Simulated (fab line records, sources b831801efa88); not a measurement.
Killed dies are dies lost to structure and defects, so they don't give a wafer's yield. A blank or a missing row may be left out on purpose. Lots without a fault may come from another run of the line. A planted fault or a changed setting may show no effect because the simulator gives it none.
Which tool did it? | flow gf180mcu | 13 lots, 39 wafers sampled, at 4 steps of a route of 602

WHAT THE GAUGES READ, wafer by wafer
GF_V4_RS_MEAS_24: measures by four-point-probe. Usual: V4_W_RS 0.328 ohm/sq, standard deviation 0.0039.
lot  | measured     | on            | V4_W_RS (ohm/sq)  | flag
L992 | day 25 11:33 | film_metro-03 | 0.327 0.327 0.334 |
L993 | day 25 20:46 | film_metro-04 | 0.337 0.331 0.334 |
L994 | day 26 05:18 | film_metro-03 | 0.331 0.334 0.333 |
L995 | day 26 07:22 | film_metro-03 | 0.327 0.328 0.330 |
L996 | day 26 23:38 | film_metro-03 | 0.331 0.337 0.336 |
L997 | day 27 02:07 | film_metro-01 | 0.328 0.323 0.327 |
L100 | day 28 05:36 | film_metro-04 | 0.322 0.327 0.326 |
L101 | day 28 09:05 | film_metro-04 | 0.323 0.325 0.323 |
L102 | day 28 12:50 | film_metro-04 | 0.330 0.330 0.332 |
L103 | day 29 00:05 | film_metro-01 | 0.325 0.324 0.323 |
L110 | day 30 19:47 | film_metro-01 | 0.330 0.325 0.335 |
L111 | day 31 02:00 | film_metro-04 | 0.323 0.325 0.324 |
L112 | day 31 15:40 | film_metro-04 | 0.331 0.331 0.329 |

GF_MIM_RS_MEAS_10: measures by four-point-probe. Usual: MIM_ALCU_RS 0.1601 ohm/sq, standard deviation 0.002.
lot  | measured     | on            | MIM_ALCU_RS (ohm/sq) | flag
L992 | day 25 12:26 | film_metro-04 | 0.1584 0.1597 0.1583 |
L993 | day 25 21:39 | film_metro-04 | 0.1575 0.1591 0.1569 |
L994 | day 26 06:11 | film_metro-02 | 0.1592 0.1589 0.1586 |
L995 | day 26 08:16 | film_metro-02 | 0.1639 0.1619 0.1610 |
L996 | day 27 00:31 | film_metro-01 | 0.1645 0.1636 0.1627 |
L997 | day 27 03:00 | film_metro-02 | 0.1601 0.1602 0.1602 |
L100 | day 28 06:30 | film_metro-02 | 0.1606 0.1607 0.1594 |
L101 | day 28 09:58 | film_metro-02 | 0.1565 0.1575 0.1586 |
L102 | day 28 13:43 | film_metro-02 | 0.1635 0.1613 0.1636 |
L103 | day 29 00:59 | film_metro-02 | 0.1596 0.1584 0.1610 |
L110 | day 30 20:41 | film_metro-01 | 0.1598 0.1610 0.1616 |
L111 | day 31 02:53 | film_metro-01 | 0.1610 0.1607 0.1620 |
L112 | day 31 16:33 | film_metro-04 | 0.1605 0.1629 0.1621 |

WHICH TOOL RAN EACH LOT (tool, then ch and the chambers of the sampled wafers, then the start)
lot  | GF_V4_CMP_26                  | GF_MIM_SPUTTER_02
L992 | cmp-01 ch 0,1,3, day 25 11:49 | pvd_sputter-01, day 25 12:08
L993 | cmp-02 ch 0,2,3, day 25 20:56 | pvd_sputter-02, day 25 21:22
L994 | cmp-02 ch 0,2,3, day 26 05:29 | pvd_sputter-02, day 26 05:55
L995 | cmp-02 ch 0,1,2, day 26 07:33 | pvd_sputter-01, day 26 07:59
L996 | cmp-01 ch 0,2,3, day 26 23:50 | pvd_sputter-02, day 27 00:13
L997 | cmp-01 ch 0,1,2, day 27 02:23 | pvd_sputter-03, day 27 02:43
L100 | cmp-01 ch 1,2,3, day 28 05:47 | pvd_sputter-03, day 28 06:13
L101 | cmp-01 ch 2,3, day 28 09:16   | pvd_sputter-02, day 28 09:39
L102 | cmp-01 ch 0,1,2, day 28 13:03 | pvd_sputter-01, day 28 13:23
L103 | cmp-01 ch 0,1,2, day 29 00:22 | pvd_sputter-01, day 29 00:38
L110 | cmp-02 ch 0,1,2, day 30 20:01 | pvd_sputter-02, day 30 20:24
L111 | cmp-01 ch 0,1, day 31 02:10   | pvd_sputter-02, day 31 02:35
L112 | cmp-01 ch 2,3, day 31 15:49   | pvd_sputter-01, day 31 16:15
- GF_V4_CMP_26: polishes, stops on SiO2, t overpolish 15 s, target thk 0 nm.
- GF_MIM_SPUTTER_02: material AlCu, target thk 450 nm, time 23.9 s.

WHAT THE TOOLS THEMSELVES READ (means of the sampled wafers that have a number; where no wafer has one, the mark that the record gives instead)
GF_V4_CMP_26. Usual: motor_current_A 10.9 A, standard deviation 1.1; overpolish_run_s 15.000 s, standard deviation 0.0088; time_to_endpoint_s 84 s, standard deviation 4.
lot  | tool   | motor_current_A (A) | overpolish_run_s (s) | time_to_endpoint_s (s) | flag
L992 | cmp-01 | 11.4                | 15.001               | 82                     |
L993 | cmp-02 | 10.0                | 15.009               | 82                     |
L994 | cmp-02 | 10.3                | 14.996               | 81                     |
L995 | cmp-02 | 10.1                | 15.002               | 79                     |
L996 | cmp-01 | 11.2                | 14.998               | 87                     |
L997 | cmp-01 | 11.6                | 14.995               | 86                     |
L100 | cmp-01 | 12.0                | 14.990               | 87                     |
L101 | cmp-01 | 11.5                | 14.996               | 90                     |
L102 | cmp-01 | 11.1                | 14.994               | 88                     |
L103 | cmp-01 | 11.3                | 15.001               | 90                     |
L110 | cmp-02 | 10.0                | 15.004               | 80                     |
L111 | cmp-01 | 11.2                | 15.003               | 84                     |
L112 | cmp-01 | 11.9                | 14.997               | 85                     |

GF_MIM_SPUTTER_02. Usual: chamber_pressure_pa 0.3999 Pa, standard deviation 0.0013; throttle_valve_pct 30.2 %, standard deviation 1.5.
lot  | tool           | chamber_pressure_pa (Pa) | throttle_valve_pct (%) | flag
L992 | pvd_sputter-01 | 0.3994                   | 30.5                   |
L993 | pvd_sputter-02 | 0.3992                   | 30.4                   |
L994 | pvd_sputter-02 | 0.3999                   | 29.2                   |
L995 | pvd_sputter-01 | 0.3998                   | 30.6                   |
L996 | pvd_sputter-02 | 0.4000                   | 30.6                   |
L997 | pvd_sputter-03 | 0.4002                   | 30.0                   |
L100 | pvd_sputter-03 | 0.4003                   | 30.2                   |
L101 | pvd_sputter-02 | 0.3994                   | 28.4                   |
L102 | pvd_sputter-01 | 0.4004                   | 30.1                   |
L103 | pvd_sputter-01 | 0.4002                   | 29.9                   |
L110 | pvd_sputter-02 | 0.4774                   | 28.9                   | OFF
L111 | pvd_sputter-02 | 0.4383                   | 28.8                   | OFF
L112 | pvd_sputter-01 | 0.4005                   | 30.5                   |

THE ANSWER, worked out from the rows above alone
Rule: a lot is off if the mean of its wafers that have a number lies more than 3 standard deviations from the usual mean. A lot without any number at a reading at which 4 lots or more have one is off too. The other lots that the step has rows for count as sound. The gauges are gone through in route order, then the tools' own readings, and for those a lot's mean is taken as printed above. The first step at which some lot is off is used, and at that step the reading that is off furthest; a lot without a number counts as furthest.
Off: L110, L111, at GF_MIM_SPUTTER_02 (chamber_pressure_pa).
A tool fits if, at that step or a process step before it, it ran every lot that is off, and no sound lot after the first of them. One fits: pvd_sputter-02 at GF_MIM_SPUTTER_02. Its last sound lot is L101 (day 28 09:39), its first lot that is off L110 (day 30 20:24): a fault that began between those two fits.
The tool's own readings at GF_MIM_SPUTTER_02 bear it out: on the lots that are off they differ by more than 5 times the standard deviation of the sound lots' means. chamber_pressure_pa reads 0.4578 Pa there against 0.3999 Pa on the sound lots.

WHAT THE SIMULATOR HAD PUT IN
Process parameter drift: pvd_sputter-02, from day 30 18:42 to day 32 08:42, at GF_MIM_SPUTTER_02. Setting chamber_pressure_pa, moved by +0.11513, from 0.4. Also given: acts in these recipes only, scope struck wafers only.
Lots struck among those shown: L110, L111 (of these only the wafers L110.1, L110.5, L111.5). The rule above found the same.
